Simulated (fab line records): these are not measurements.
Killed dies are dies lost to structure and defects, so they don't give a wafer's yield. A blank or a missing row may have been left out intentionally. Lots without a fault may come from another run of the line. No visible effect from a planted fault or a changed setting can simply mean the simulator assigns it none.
Which tool was responsible? | flow sky130 | Sampling: 12 lots, 36 wafers, 6 of 708 route steps

## WHAT THE GAUGES SHOWED, per wafer
SKY_LDD_N_OVL_MEAS_07.
lot  | measured     | on         | LDD_N_OVL (nm)
L851 | day 17 05:52 | overlay-01 | 1.0 -1.3 0.5
L852 | day 17 13:53 | overlay-01 | 1.4 -0.3 -0.1
L853 | day 18 01:07 | overlay-02 | -3.4 -1.5 -2.4
L855 | day 20 17:00 | overlay-01 | -2.4 -1.2 -2.7
L857 | day 20 20:08 | overlay-01 | -2.0 0.1 -2.2
L859 | day 21 10:34 | overlay-02 | -0.8 -0.7 -2.9
L865 | day 22 23:47 | overlay-01 | 1.1 -0.9 0.5
L868 | day 23 19:26 | overlay-02 | -1.3 -1.0 -2.2
L870 | day 24 11:26 | overlay-02 | -0.3 0.5 0.7
L871 | day 25 02:20 | overlay-01 | -1.0 -0.1 -0.6
L872 | day 25 09:56 | overlay-02 | 0.4 -0.4 -1.0
L873 | day 25 13:25 | overlay-02 | -2.1 -1.4 0.6

SKY_LDD_P_CD_MEAS_07: the cd target is 380 nm.
lot  | measured     | on        | cd nm (nm)
L851 | day 18 11:50 | cd sem-02 | 381.2 384.4 381.0
L852 | day 18 20:32 | cd sem-02 | 381.6 383.3 385.4
L853 | day 19 08:15 | cd sem-02 | 380.4 378.9 379.5
L855 | day 22 00:14 | cd sem-01 | 378.6 380.4 379.5
L857 | day 22 03:55 | cd sem-01 | - - -
L859 | day 22 18:12 | cd sem-02 | 377.5 379.2 379.4
L865 | day 24 07:49 | cd sem-02 | 377.3 377.3 379.5
L868 | day 25 02:19 | cd sem-01 | 386.2 384.4 381.0
L870 | day 25 18:37 | cd sem-02 | 379.6 381.7 380.6
L871 | day 26 09:04 | cd sem-02 | 383.8 387.6 384.3
L872 | day 26 16:58 | cd sem-02 | 381.8 379.4 382.6
L873 | day 26 19:07 | cd sem-01 | 380.8 382.7 379.8

SKY_LDD_P_TW_MEAS_11.
lot  | measured     | on            | LDD_P_TW
L851 | day 18 12:14 | film metro-02 | 640 640 644
L852 | day 18 20:56 | film metro-03 | 636 634 635
L853 | day 19 08:39 | film metro-02 | 639 641 638
L855 | day 22 00:36 | film metro-02 | 644 641 642
L857 | day 22 04:19 | film metro-02 | 30 30 31 30 30 30
L859 | day 22 18:35 | film metro-02 | 641 644 642
L865 | day 24 08:13 | film metro-03 | 639 635 636
L868 | day 25 02:43 | film metro-03 | 635 636 637
L870 | day 25 19:01 | film metro-03 | 638 638 636
L871 | day 26 09:28 | film metro-04 | 640 640 641
L872 | day 26 17:22 | film metro-02 | 638 639 637
L873 | day 26 19:31 | film metro-04 | 638 641 640

SKY_LDD_HVN_OVL_MEAS_07.
lot  | measured     | on         | LDD_HVN_OVL (nm)
L851 | day 19 19:18 | overlay-02 | 0.4 -0.1 -0.4
L852 | day 20 03:11 | overlay-02 | 1.9 0.9 1.6
L853 | day 20 15:05 | overlay-01 | -0.8 -1.1 -1.9
L855 | day 23 06:55 | overlay-01 | 0.6 -0.6 0.0
L859 | day 24 00:19 | overlay-01 | 1.5 0.2 0.6
L865 | day 25 13:31 | overlay-02 | -0.1 -0.9 0.1
L868 | day 26 07:58 | overlay-02 | -0.1 -0.3 -2.4
L870 | day 27 00:49 | overlay-02 | -1.5 0.5 -0.6
L871 | day 27 14:55 | overlay-01 | -1.9 1.0 -0.7
L872 | day 27 21:44 | overlay-01 | 1.3 2.0 -0.5
L873 | day 28 00:29 | overlay-02 | 0.0 0.2 0.3

## TOOL THAT RAN EACH LOT (tool first, then ch and the chambers of the sampled wafers, then the start)
lot  | SKY_POLY_GATE_ETCH_16              | SKY_LDD_P_EXPOSE_04
L851 | rie diel-04 ch 1,2,3, day 15 23:47 | iline stepper-02 ch 0, day 17 21:16
L852 | rie diel-03 ch 1,3, day 16 08:10   | iline stepper-02 ch 0, day 18 05:39
L853 | rie diel-01 ch 0,2, day 16 19:02   | iline stepper-02 ch 0, day 18 17:20
L855 | rie diel-03 ch 1,2,3, day 19 08:31 | iline stepper-02 ch 0, day 21 09:50
L857 | rie diel-04 ch 1,2,3, day 19 11:38 | iline stepper-01 ch 0, day 21 13:03
L859 | rie diel-04 ch 1,3, day 20 02:43   | iline stepper-02 ch 0, day 22 03:04
L865 | rie diel-01 ch 0,1,3, day 21 15:58 | iline stepper-02 ch 0, day 23 16:47
L868 | rie diel-04 ch 0,1,3, day 22 11:44 | iline stepper-01 ch 0, day 24 11:44
L870 | rie diel-01 ch 0,1, day 23 03:48   | iline stepper-01 ch 0, day 25 03:51
L871 | rie diel-01 ch 1,3, day 23 19:23   | iline stepper-01 ch 0, day 25 18:55
L872 | rie diel-03 ch 0,1,2, day 24 02:47 | iline stepper-01 ch 0, day 26 02:29
L873 | rie diel-03 ch 0,1,2, day 24 06:21 | iline stepper-01 ch 0, day 26 04:41
- SKY_POLY_GATE_ETCH_16: etches Si3N4 in CH3F/O2, stops on poly-Si, time 147.5 s, target depth 75 nm.
- SKY_LDD_P_EXPOSE_04: exposes mask PSDM, target cd 380 nm.

## WHAT THE TOOLS THEMSELVES READ (means of the sampled wafers that have a number; where no wafer has one, the mark that the record gives instead)
SKY_POLY_GATE_ETCH_16.
lot  | tool        | drypump motor current A (A) | oes product au (a.u.) | throttle valve pct (%)
L851 | rie diel-04 | 6.0                         | 0.638                 | 10.536
L852 | rie diel-03 | 5.2                         | 0.637                 | 10.537
L853 | rie diel-01 | 4.9                         | 0.640                 | 10.535
L855 | rie diel-03 | 5.4                         | 0.642                 | 10.535
L857 | rie diel-04 | 6.0                         | 0.640                 | 10.530
L859 | rie diel-04 | 6.2                         | 0.641                 | 10.528
L865 | rie diel-01 | 5.7                         | 0.641                 | 10.536
L868 | rie diel-04 | 6.1                         | 0.647                 | 10.535
L870 | rie diel-01 | 5.2                         | 0.642                 | 10.544
L871 | rie diel-01 | 6.2                         | 0.640                 | 10.537
L872 | rie diel-03 | 5.5                         | 0.638                 | 10.531
L873 | rie diel-03 | 5.5                         | 0.642                 | 10.534

## THE ANSWER, worked out from the rows above alone
Rule: usual is defined by the lots themselves. Put in order of their means at a reading, lots are off if they are a third of the lots or fewer, leave a main group of 4 or more, and stand apart from it by a gap of 3 or more times the standard deviation of the main group's means; of several such gaps the widest counts. A main group whose means are all the same, to the digits that the tables above print for the reading, isn't used. A lot without any number at a reading at which 4 lots or more have one is off too. The other lots that the step has rows for count as sound. First the gauges in route order, then the tools' own readings, where a lot's mean is used as printed above. The first step at which some lot is off is used, and at that step the reading that is off furthest; a lot without a number counts as furthest.
Off, at SKY_LDD_P_CD_MEAS_07 on cd nm: L857. Without a number there: L857. The main group: mean 381.2 nm, standard deviation 2.2.
A tool fits if, at a process step before that reading, it ran every lot that is off, and no sound lot after the first of them. Not tried: the gauges at SKY_LDD_P_CD_MEAS_07; whatever is off there is also off at SKY_LDD_P_TW_MEAS_11, on other tools, and gauge error can't account for it. None of those tried fits.

## WHAT THE SIMULATOR HAD INSERTED
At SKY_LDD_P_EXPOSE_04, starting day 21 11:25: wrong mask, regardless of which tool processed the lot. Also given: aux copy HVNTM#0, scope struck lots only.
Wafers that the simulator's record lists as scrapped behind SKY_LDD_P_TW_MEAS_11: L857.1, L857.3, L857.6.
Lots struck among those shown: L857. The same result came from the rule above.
